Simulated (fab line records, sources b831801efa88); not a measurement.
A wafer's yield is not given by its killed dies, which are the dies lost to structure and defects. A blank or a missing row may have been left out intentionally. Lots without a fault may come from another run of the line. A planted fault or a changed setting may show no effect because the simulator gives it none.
2 desks, one fault	flow sky130	what lay behind the numbers comes last; until then each desk has only its own

METROLOGY DESK
Means of the sampled wafers that have a number, per lot and without regard to the tool the lot ran on: this is what the gauges read. Any lot whose mean is over 4 standard deviations away from the usual mean is out of limits and marked OUT; that distance is given in the brackets.
Columns: A = FIELD_ISO_OXIDATION_00_THK at SKY_FIELD_ISO_THK_MEAS_02, usual 12.25 nm; B = FIELD_ISO_CVD_03_THK at SKY_FIELD_ISO_THK_MEAS_04, usual 165.0 nm; C = cdNm at SKY_FIELD_ISO_CD_MEAS_13, usual 149.9 nm
lot	first seen here	A	B	C
L117	day 2 05:11	12.11	165.5	148.5
L120	day 2 17:38	12.39	164.9	149.2
L131	day 5 00:38	12.02	165.3	150.0
L132	day 5 06:38	12.03	163.4	149.2
L134	day 5 17:52	12.48	165.3	151.0
L137	day 6 08:13	12.22	163.9	150.8
Finding of this desk: none of the 6 lots has anything out of limits.

AT THE TOOL OWNER'S DESK: rieDiel-04
The tool's own readings at SKY_FIELD_ISO_ETCH_14 (etches BARC in N2/H2, stops on SiO2, time 45.9 s, target depth 60 nm): means of the sampled wafers that have a number, for each lot that ran on this tool. Any lot whose mean is over 4 standard deviations away from the usual mean is out of limits and marked OUT; that distance is given in the brackets.
Columns: A = drypumpMotorCurrentA at SKY_FIELD_ISO_ETCH_14, usual 5.5 A; B = oesProductAu at SKY_FIELD_ISO_ETCH_14, usual 0.855 a.u.; C = rfFwdPowerW at SKY_FIELD_ISO_ETCH_14, usual 495.9 W; D = throttleValvePct at SKY_FIELD_ISO_ETCH_14, usual 13.224 %
lot	first seen here	A	B	C	D
L120	day 3 11:44	5.4	0.860	493.9	13.216
L131	day 5 20:25	5.4	0.857	494.1	13.229
L134	day 6 15:05	5.2	0.855	496.8	13.229
Finding of this desk: none of the 3 lots has anything out of limits.

PUT TOGETHER
At the metrology desk, nothing out of limits was observed.
Nothing out of limits was seen by the tool owner's desk.

WHAT THE SIMULATOR HAD INSERTED
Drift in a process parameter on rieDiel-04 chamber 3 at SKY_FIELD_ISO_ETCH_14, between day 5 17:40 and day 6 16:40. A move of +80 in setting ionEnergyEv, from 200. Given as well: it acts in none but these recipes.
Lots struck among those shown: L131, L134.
